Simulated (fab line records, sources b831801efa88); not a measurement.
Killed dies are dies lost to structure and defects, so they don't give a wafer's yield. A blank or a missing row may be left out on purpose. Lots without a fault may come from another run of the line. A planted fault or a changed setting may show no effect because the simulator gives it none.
A struck lot beside a sound one | flow sfq_line | 15 steps out of a route of 325
Sound: wafers L538.1, L538.3, L538.5. Struck: wafer L546.4. (L546.5 of the same lot was not struck and is left out.) The cause comes at the end.
At each step with rows: each side's tool, then ch and its chambers, then its first start. Under that, the readings that differ: sound wafers | struck wafers | difference of the means | sigmas: that difference in standard deviations of wafers without a fault.
alike: readings whose means differ by less than 2 such deviations, and words and numbers that are the same on both sides. not compared: withheld readings, readings that some wafer has no value for, bounds like >300 that may hide the same value, and numbers for which the record gives no deviation and whose values overlap.
The two part at a step that has a row with sigmas, a row that says differs or no value, or rows on one side only. Numbers that don't overlap but have no deviation are shown without sigmas and don't part them. A reading that every wafer of one side lacks parts them only if that side has two wafers or more.

SFQ_TRILAYER_JJ_CE_BARC_OPEN_RIE_150: chemistry O2, target BARC, target depth 240 nm, time 80 s.
  sound on rie_metal-04 ch 0, day 41 10:39; struck on rie_metal-03 ch 0, day 43 10:29
  reading                     | sound       | struck | difference | sigmas
  drypump_motor_current_A (A) | 6.0 6.0 6.0 | 5.1    | -0.9       | -2
  alike: he_backside_leak_sccm, oes_product_au
  not compared: rf_hours_counter_h
SFQ_TRILAYER_JJ_CE_ETCH_RIE_118: chemistry SF6, target Nb, stops on Al2O3, time 97.7 s, target depth 170 nm.
  sound on rie_metal-04 ch 0, day 41 10:44; struck on rie_metal-03 ch 0, day 43 10:35
  reading                     | sound             | struck | difference | sigmas
  drypump_motor_current_A (A) | 6.0 6.0 6.0       | 5.1    | -0.9       | -2
  oes_product_au (a.u.)       | 0.970 0.977 0.976 | 0.997  | +0.023     | +3
  alike: he_backside_leak_sccm
  not compared: rf_hours_counter_h
then, 1 step without rows for these wafers: SFQ_TRILAYER_JJ_ANODIZE_ANODIZE_119.
SFQ_TRILAYER_JJ_CE_STRIP_STRIP_120: strips in O2.
  sound on rie_metal-02 ch 0,1, day 41 11:21; struck on rie_metal-02 ch 1, day 43 11:21
  alike: drypump_motor_current_A, he_backside_leak_sccm, oes_product_au, platen_temp_c
  not compared: rf_hours_counter_h
then, 7 steps without rows for these wafers: SFQ_TRILAYER_JJ_CE_STRIP_SOLV_CLEAN_121 (cleans in NMP, time 600 s); SFQ_TRILAYER_M5_LITHO_COAT_128 (resist thk 62 nm); SFQ_TRILAYER_M5_LITHO_COAT_123 (resist thk 600 nm); SFQ_TRILAYER_M5_LITHO_SOFTBAKE_127; SFQ_TRILAYER_M5_LITHO_EXPOSE_124 (exposes mask M5, target cd 700 nm); SFQ_TRILAYER_M5_LITHO_PEB_126 (peb time 60 s); SFQ_TRILAYER_M5_LITHO_DEVELOP_125 (time 60 s).
-- the record jumps here: 5 days lie between the struck wafers' starts before and after --
SFQ_M5_OVL_MEAS_932:
  sound on overlay-02, day 46 06:57; struck on overlay-02, day 48 03:55
  alike: M5_OVL
SFQ_TRILAYER_M5_BARC_OPEN_METAL_ETCH_161: etches BARC in O2, target depth 125 nm, time 41.7 s.
  sound on rie_metal-01 ch 0, day 46 06:59; struck on rie_metal-01 ch 1, day 48 03:57
  reading                                             | sound             | struck | difference | sigmas
  oes_product_au (a.u.)                               | 0.700 0.682 0.685 | 0.650  | -0.039     | -8
  run_length_s (s)                                    | 69.7 69.8 70.5    | 75.7   | +5.7       | +9
  model.KrF_of_TRILAYER_M5_LITHO_COAT_123.thk_nm (nm) | 523 524 525       | 516.3  | -7.7       |
  alike: drypump_motor_current_A, he_backside_leak_sccm
  not compared: rf_hours_counter_h
SFQ_TRILAYER_M5_ETCH_METAL_ETCH_126: etches Nb in Cl2/BCl3, stops on SiO2, time 203.2 s, target depth 265 nm.
  sound on rie_metal-01 ch 0, day 46 07:06; struck on rie_metal-01 ch 1, day 48 04:04
  reading                                             | sound             | struck | difference | sigmas
  model.KrF_of_TRILAYER_M5_LITHO_COAT_123.thk_nm (nm) | 371.4 373.8 373.6 | 365.8  | -7.1       |
  alike: drypump_motor_current_A, he_backside_leak_sccm, oes_product_au, run_length_s
  not compared: rf_hours_counter_h
SFQ_TRILAYER_M5_STRIP_STRIP_127: strips in O2.
  sound on rie_metal-01 ch 0, day 46 07:29; struck on rie_metal-01 ch 1, day 48 04:23
  reading                     | sound       | struck | difference | sigmas
  drypump_motor_current_A (A) | 5.0 5.0 5.0 | 5.9    | +0.9       | +2
  alike: he_backside_leak_sccm, oes_product_au, platen_temp_c
  not compared: rf_hours_counter_h

WHERE THEY PART
First at SFQ_TRILAYER_JJ_CE_BARC_OPEN_RIE_150; last, within this record, at SFQ_TRILAYER_M5_STRIP_STRIP_127.

WHY: what the simulator had put in
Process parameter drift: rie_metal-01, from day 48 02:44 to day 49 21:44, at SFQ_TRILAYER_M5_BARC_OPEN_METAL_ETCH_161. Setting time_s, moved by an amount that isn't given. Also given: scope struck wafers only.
